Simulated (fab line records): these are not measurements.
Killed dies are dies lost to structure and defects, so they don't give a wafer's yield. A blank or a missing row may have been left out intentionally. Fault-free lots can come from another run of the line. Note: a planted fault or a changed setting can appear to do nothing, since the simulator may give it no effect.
Which tool did it? ; flow gf180mcu ; Sampling: 15 lots, 45 wafers, 2 of 602 route steps

== WHAT THE GAUGES SHOWED, per wafer ==
GF_V1_THK_MEAS_01.
lot;measured;on;V1_CVD_00_THK (nm)
L734;day 17 10:50;filmMetro-01;604 616 606
L735;day 17 13:52;filmMetro-01;602 599 598
L736;day 17 23:17;filmMetro-02;607 613 614
L737;day 17 23:40;filmMetro-01;606 603 594
L738;day 19 01:17;filmMetro-01;611 610 604
L740;day 19 17:23;filmMetro-02;611 608 608
L741;day 20 09:28;filmMetro-03;600 602 601
L742;day 20 17:30;filmMetro-03;589 596 603
L743;day 20 22:10;filmMetro-02;594 598 597
L745;day 21 17:23;filmMetro-02;604 599 595
L748;day 22 20:08;filmMetro-01;602 602 605
L750;day 23 02:19;filmMetro-03;612 613 613
L751;day 23 10:02;filmMetro-03;615 619 606
L752;day 23 14:05;filmMetro-01;605 587 598
L755;day 24 14:37;filmMetro-01;609 607 606

GF_V1_THK_MEAS_03.
lot;measured;on;V1_CVD_02_THK (nm)
L734;day 17 10:57;filmMetro-02;844 862 858
L735;day 17 13:59;filmMetro-03;861 844 850
L736;day 17 23:25;filmMetro-02;840 836 853
L737;day 17 23:47;filmMetro-01;841 845 845
L738;day 19 01:27;filmMetro-03;836 858 847
L740;day 19 17:31;filmMetro-01;846 846 847
L741;day 20 09:35;filmMetro-02;835 841 859
L742;day 20 17:38;filmMetro-01;834 854 855
L743;day 20 22:18;filmMetro-01;839 844 845
L745;day 21 17:33;filmMetro-03;856 843 865
L748;day 22 20:16;filmMetro-02;831 849 855
L750;day 23 02:27;filmMetro-01;843 835 854
L751;day 23 10:10;filmMetro-01;844 868 854
L752;day 23 14:13;filmMetro-01;850 857 870
L755;day 24 14:44;filmMetro-03;831 850 853

== EACH LOT AND THE TOOL THAT RAN IT (in order: tool; ch and the chambers of the sampled wafers; start) ==
Before these readings, the record contains no process step.

== WHAT THE TOOLS THEMSELVES READ (means of the sampled wafers that have a number; where no wafer has one, the mark that the record gives instead) ==
The record holds no such reading with a usual standard deviation.

== THE ANSWER, worked out from the rows above alone ==
Rule: usual is defined by the lots themselves. Put in order of their means at a reading, lots are off if they are a third of the lots or fewer, leave a main group of 4 or more, and stand apart from it by a gap of 3 or more times the standard deviation of the main group's means; of several such gaps the widest counts. A main group is skipped when, at the precision printed for the reading in the tables above, its means are all equal. Also off: a lot with no number at a reading for which 4 or more lots have one. All remaining lots with rows at the step are treated as sound. Order of review: gauges by route order, followed by the tools' own readings, for which a lot's mean as printed above is used. The first step at which some lot is off is used, and at that step the reading that is off furthest; a lot without a number counts as furthest.
None of the lots is off at any reading shown; this tells nothing.

== WHAT THE SIMULATOR HAD PUT IN ==
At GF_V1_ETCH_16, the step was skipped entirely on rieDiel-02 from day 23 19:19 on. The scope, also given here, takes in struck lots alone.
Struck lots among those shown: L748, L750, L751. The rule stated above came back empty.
